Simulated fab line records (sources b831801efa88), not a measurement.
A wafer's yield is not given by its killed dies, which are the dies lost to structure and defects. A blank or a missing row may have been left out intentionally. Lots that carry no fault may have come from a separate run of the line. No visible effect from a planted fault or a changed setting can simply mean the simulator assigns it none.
Which tool did it? || flow sky130 || 10 lots, 30 wafers sampled, at 3 steps of a route of 708

WHAT THE GAUGES READ, wafer by wafer
SKY_METAL4_CD_MEAS_13 targets a cd of 300 nm.
{"lot": "L196", "measured": "day 42 00:35", "on": "cd_sem-02", "cd_nm (nm)": "300.5 299.9 299.6"}
{"lot": "L197", "measured": "day 42 03:37", "on": "cd_sem-01", "cd_nm (nm)": "299.4 298.1 299.0"}
{"lot": "L203", "measured": "day 43 18:05", "on": "cd_sem-01", "cd_nm (nm)": "298.8 300.4 298.6"}
{"lot": "L204", "measured": "day 44 00:43", "on": "cd_sem-02", "cd_nm (nm)": "308.2 308.2 307.2"}
{"lot": "L205", "measured": "day 44 12:56", "on": "cd_sem-02", "cd_nm (nm)": "306.8 305.3 307.1"}
{"lot": "L206", "measured": "day 44 14:50", "on": "cd_sem-02", "cd_nm (nm)": "306.5 304.9 304.4"}
{"lot": "L211", "measured": "day 46 07:47", "on": "cd_sem-01", "cd_nm (nm)": "299.7 297.8 298.3"}
{"lot": "L216", "measured": "day 46 21:31", "on": "cd_sem-02", "cd_nm (nm)": "302.8 301.5 302.6"}
{"lot": "L217", "measured": "day 47 08:28", "on": "cd_sem-02", "cd_nm (nm)": "299.5 299.6 300.1"}
{"lot": "L218", "measured": "day 47 16:17", "on": "cd_sem-02", "cd_nm (nm)": "301.8 300.7 301.0"}

WHAT TOOL EACH LOT RAN ON (gives the tool, then ch and the chambers of the sampled wafers, and finally the start)
{"lot": "L196", "SKY_CAP2M_SPUTTER_02": "pvd_sputter-04, day 39 23:39", "SKY_METAL4_DEVELOP_12": "litho_track-03 ch 0, day 42 00:00"}
{"lot": "L197", "SKY_CAP2M_SPUTTER_02": "pvd_sputter-02, day 40 02:59", "SKY_METAL4_DEVELOP_12": "litho_track-04 ch 0, day 42 03:00"}
{"lot": "L203", "SKY_CAP2M_SPUTTER_02": "pvd_sputter-04, day 41 18:00", "SKY_METAL4_DEVELOP_12": "litho_track-03 ch 0, day 43 17:00"}
{"lot": "L204", "SKY_CAP2M_SPUTTER_02": "pvd_sputter-02, day 42 02:33", "SKY_METAL4_DEVELOP_12": "litho_track-04 ch 0, day 44 00:00"}
{"lot": "L205", "SKY_CAP2M_SPUTTER_02": "pvd_sputter-02, day 42 14:40", "SKY_METAL4_DEVELOP_12": "litho_track-04 ch 0, day 44 12:00"}
{"lot": "L206", "SKY_CAP2M_SPUTTER_02": "pvd_sputter-04, day 42 14:45", "SKY_METAL4_DEVELOP_12": "litho_track-04 ch 0, day 44 14:00"}
{"lot": "L211", "SKY_CAP2M_SPUTTER_02": "pvd_sputter-02, day 44 12:55", "SKY_METAL4_DEVELOP_12": "litho_track-03 ch 0, day 46 07:00"}
{"lot": "L216", "SKY_CAP2M_SPUTTER_02": "pvd_sputter-03, day 45 03:07", "SKY_METAL4_DEVELOP_12": "litho_track-04 ch 0, day 46 21:00"}
{"lot": "L217", "SKY_CAP2M_SPUTTER_02": "pvd_sputter-02, day 45 14:19", "SKY_METAL4_DEVELOP_12": "litho_track-04 ch 0, day 47 08:00"}
{"lot": "L218", "SKY_CAP2M_SPUTTER_02": "pvd_sputter-02, day 45 23:40", "SKY_METAL4_DEVELOP_12": "litho_track-03 ch 0, day 47 16:00"}
- SKY_CAP2M_SPUTTER_02: material TiN, target thk 200 nm, time 166.7 s.
- SKY_METAL4_DEVELOP_12: develop time 60 s.

THE ANSWER, worked out from the rows above alone
Rule: usual is defined by the lots themselves. The widest of any qualifying gaps counts: lots, ordered by their means at a reading, are off when they make up no more than a third of the lots, leave a main group of 4 or more, and stand apart from it by 3 or more times the standard deviation of that group's means. The tables above print the reading to a certain number of digits; a main group whose means all agree to those digits is not used. Also off: a lot with no number at a reading for which 4 or more lots have one. Where the step has rows for the other lots, those lots are counted as sound.
None of the lots is off at any reading shown; this tells nothing.

WHAT HAD BEEN PUT IN BY THE SIMULATOR
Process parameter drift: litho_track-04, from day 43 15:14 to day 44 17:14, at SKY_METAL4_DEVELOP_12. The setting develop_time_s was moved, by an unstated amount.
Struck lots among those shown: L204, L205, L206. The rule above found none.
